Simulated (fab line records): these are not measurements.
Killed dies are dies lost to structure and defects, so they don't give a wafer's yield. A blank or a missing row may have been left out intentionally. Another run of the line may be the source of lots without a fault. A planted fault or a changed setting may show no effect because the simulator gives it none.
Struck lot and sound lot, side by side    flow sky130    31 out of 708 route steps
Sound: these wafers, L461.2, L461.3, L461.6. The struck wafers were L475.2, L475.4, L475.5. The cause comes at the end.
Order at every step that has rows: each side's tool, ch and its chambers, its first start. Under that, the readings that differ: sound wafers    struck wafers    difference of the means    sigmas: that difference in standard deviations of wafers without a fault.
alike: same words and numbers on both sides, and readings whose means sit less than 2 such deviations apart. not compared: any withheld reading, any reading some wafer has no value for, any bound like >300 that may hide the same value, and any number with overlapping values for which the record gives no deviation.
A row with sigmas, a row that says differs or no value, or rows on one side alone: a step with any of these is where the two part. Numbers that don't overlap but have no deviation are shown without sigmas and don't part them. A reading missing from all wafers of one side parts the sides only when that side holds two or more wafers.

first, 1 step without rows for these wafers: SKY_NWELL_IMPLANT_13.
SKY_NWELL_STRIP_14: strips in O2/N2.
  sound on plasma_asher-03 ch 0, day 4 15:17; struck on plasma_asher-03 ch 0,1, day 7 22:53
reading                         sound                 struck                difference  sigmas
chamber_pressure_mTorr (mTorr)  1498.6 1499.5 1496.6  1501.3 1503.0 1500.5  +3.4        +2
  alike: drypump_motor_current_A, n2_flow_sccm, oes_product_au, strip_time_to_endpoint_s
  not compared: rf_hours_counter_h
SKY_NWELL_TW_MEAS_15:
  sound: film_metro-04 at day 4 15:24; struck: film_metro-04 at day 7 23:00
  alike: NWELL_TW
then, 7 steps without rows for these wafers: SKY_NWELL_DEHYDRATE_16 (time 60 s); SKY_NWELL_HMDS_17 (prime time 60 s); SKY_NWELL_COAT_18 (resist thk 3000 nm); SKY_NWELL_SOFTBAKE_19; SKY_NWELL_EXPOSE_20 (exposes mask NWM COMPLEMENT, target cd 840 nm); SKY_NWELL_PEB_21; SKY_NWELL_DEVELOP_22 (develop time 60 s).
SKY_NWELL_OVL_MEAS_23:
  sound: overlay-02 at day 5 08:40; struck: overlay-01 at day 8 19:17
  alike: NWELL_01_OVL
following that, these wafers have no rows for 1 step: SKY_NWELL_IMPLANT_24.
SKY_NWELL_STRIP_25: strips in O2/N2.
  sound on plasma_asher-02 ch 0,1, day 5 08:50; struck on plasma_asher-04 ch 0,1, day 8 19:28
reading                                  sound              struck             difference                     sigmas
oes_product_au (a.u.)                    0.727 0.724 0.720  0.962 0.965 0.963  +0.240                         +51
strip_time_to_endpoint_s (s)             36.78 36.89 36.83  - - -              no value on the struck wafers  
model.coat_of_NWELL_COAT_18.thk_nm (nm)  0 0 0              719.6 719.5 720.4  +719.8                         
  alike: chamber_pressure_mTorr, drypump_motor_current_A, n2_flow_sccm
  not compared: rf_hours_counter_h
SKY_NWELL_TW_MEAS_26:
  sound: film_metro-02 at day 5 08:57; struck: film_metro-03 at day 8 19:34
reading     sound              struck             difference  sigmas
NWELL_2_TW  496.8 493.6 493.1  499.2 500.8 499.4  +5.3        +2
then, 1 step without rows for these wafers: SKY_NWELL_CLEAN_27 (cleans in SC1/SC2, time 150 s).
SKY_NWELL_RTA_28: time 30 s.
  sound on rtp_anneal-01 ch 0, day 5 09:05; struck on rtp_anneal-02 ch 0, day 8 19:41
  alike: chamber_o2_ppm, lamp_power_pct, ramp_down_c_per_s, wafer_temp_C_max
SKY_NWELL_RS_MEAS_29: measurement is done with a four-point probe.
  sound: film_metro-04 at day 5 09:11; struck: film_metro-04 at day 8 19:48
  alike: NWELL_RS
SKY_NWELL_RS_MEAS_31: measurement is done with a four-point probe.
  sound: film_metro-04 at day 5 09:25; struck: film_metro-04 at day 8 20:02
  alike: PWDE_RS
then, 7 steps without rows for these wafers: SKY_VT_ADJUST_HVTP_DEHYDRATE_00 (time 60 s); SKY_VT_ADJUST_HVTP_HMDS_01 (prime time 60 s); SKY_VT_ADJUST_HVTP_COAT_02 (resist thk 1140 nm); SKY_VT_ADJUST_HVTP_SOFTBAKE_03 (time 60 s); SKY_VT_ADJUST_HVTP_EXPOSE_04 (exposes mask HVTPM, target cd 380 nm); SKY_VT_ADJUST_HVTP_PEB_05; SKY_VT_ADJUST_HVTP_DEVELOP_06 (develop time 60 s).
SKY_VT_ADJUST_HVTP_CD_MEAS_07 targets a cd of 380 nm.
  sound: cd_sem-02 at day 6 04:18; struck: cd_sem-01 at day 9 17:26
  alike: cd_nm
SKY_VT_ADJUST_HVTP_OVL_MEAS_08:
  sound: overlay-02 at day 6 04:24; struck: overlay-01 at day 9 17:33
  alike: VT_ADJUST_HVTP_OVL
following that, these wafers have no rows for 1 step: SKY_VT_ADJUST_HVTP_IMPLANT_09.
SKY_VT_ADJUST_HVTP_STRIP_10: strips in O2/N2.
  sound on plasma_asher-03 ch 0,1, day 6 04:35; struck on plasma_asher-01 ch 1, day 9 17:44
reading                       sound              struck             difference  sigmas
strip_time_to_endpoint_s (s)  14.20 14.19 14.19  24.94 24.99 25.03  +10.79      +99 or more
  alike: chamber_pressure_mTorr, drypump_motor_current_A, n2_flow_sccm, oes_product_au
  not compared: rf_hours_counter_h
SKY_VT_ADJUST_HVTP_TW_MEAS_11:
  sound: film_metro-03 at day 6 04:41; struck: film_metro-03 at day 9 17:50
reading            sound           struck    difference  sigmas
VT_ADJUST_HVTP_TW  1358 1358 1355  30 30 30  -1327       -99 or more
then, 1 step without rows for these wafers: SKY_VT_ADJUST_LVTN_DEHYDRATE_00 (time 60 s).

## WHERE THEY PART
First at SKY_NWELL_STRIP_14; last, within this record, at SKY_VT_ADJUST_HVTP_TW_MEAS_11.

WHY: whatever the simulator had introduced
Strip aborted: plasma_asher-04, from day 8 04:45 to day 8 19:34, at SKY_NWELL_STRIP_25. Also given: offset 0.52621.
